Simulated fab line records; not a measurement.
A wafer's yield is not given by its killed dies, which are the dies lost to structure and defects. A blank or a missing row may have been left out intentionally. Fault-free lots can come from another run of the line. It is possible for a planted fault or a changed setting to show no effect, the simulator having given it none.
Which tool did it? || flow sky130 || 33 wafers sampled from 11 lots at 1 step of a route of 708

WHAT THE GAUGES READ, wafer by wafer
SKY_NWELL_THK_MEAS_02.
{"lot": "L185", "measured": "day 2 11:25", "on": "film_metro-01", "NWELL_OXIDATION_THK (nm)": "9.95 10.22 10.07"}
{"lot": "L188", "measured": "day 3 02:20", "on": "film_metro-04", "NWELL_OXIDATION_THK (nm)": "9.94 9.97 10.03"}
{"lot": "L190", "measured": "day 3 13:36", "on": "film_metro-01", "NWELL_OXIDATION_THK (nm)": "10.02 10.09 9.99"}
{"lot": "L191", "measured": "day 3 23:57", "on": "film_metro-04", "NWELL_OXIDATION_THK (nm)": "9.75 9.86 9.67"}
{"lot": "L195", "measured": "day 4 17:02", "on": "film_metro-01", "NWELL_OXIDATION_THK (nm)": "10.02 9.92 9.86"}
{"lot": "L199", "measured": "day 5 12:35", "on": "film_metro-01", "NWELL_OXIDATION_THK (nm)": "9.76 9.63 9.75"}
{"lot": "L201", "measured": "day 5 22:48", "on": "film_metro-01", "NWELL_OXIDATION_THK (nm)": "9.56 9.63 9.49"}
{"lot": "L203", "measured": "day 6 09:46", "on": "film_metro-01", "NWELL_OXIDATION_THK (nm)": "9.61 9.60 9.71"}
{"lot": "L206", "measured": "day 7 04:03", "on": "film_metro-02", "NWELL_OXIDATION_THK (nm)": "9.77 9.68 10.04"}
{"lot": "L207", "measured": "day 7 12:47", "on": "film_metro-04", "NWELL_OXIDATION_THK (nm)": "10.22 10.21 10.26"}
{"lot": "L208", "measured": "day 7 16:56", "on": "film_metro-01", "NWELL_OXIDATION_THK (nm)": "9.96 9.94 9.90"}

TOOL THAT RAN EACH LOT (tool first, then ch and the chambers of the sampled wafers, then the start)
No process step before these readings appears in the record.

THE ANSWER, worked out from the rows above alone
Rule: the lots themselves supply what counts as usual. The widest of any qualifying gaps counts: lots, ordered by their means at a reading, are off when they make up no more than a third of the lots, leave a main group of 4 or more, and stand apart from it by 3 or more times the standard deviation of that group's means. A main group is skipped when, at the precision printed for the reading in the tables above, its means are all equal. Also off: a lot with no number at a reading for which 4 or more lots have one. Where the step has rows for the other lots, those lots are counted as sound.
No lot is off at any reading shown: from this, nothing can be told.

WHAT THE SIMULATOR HAD PUT IN
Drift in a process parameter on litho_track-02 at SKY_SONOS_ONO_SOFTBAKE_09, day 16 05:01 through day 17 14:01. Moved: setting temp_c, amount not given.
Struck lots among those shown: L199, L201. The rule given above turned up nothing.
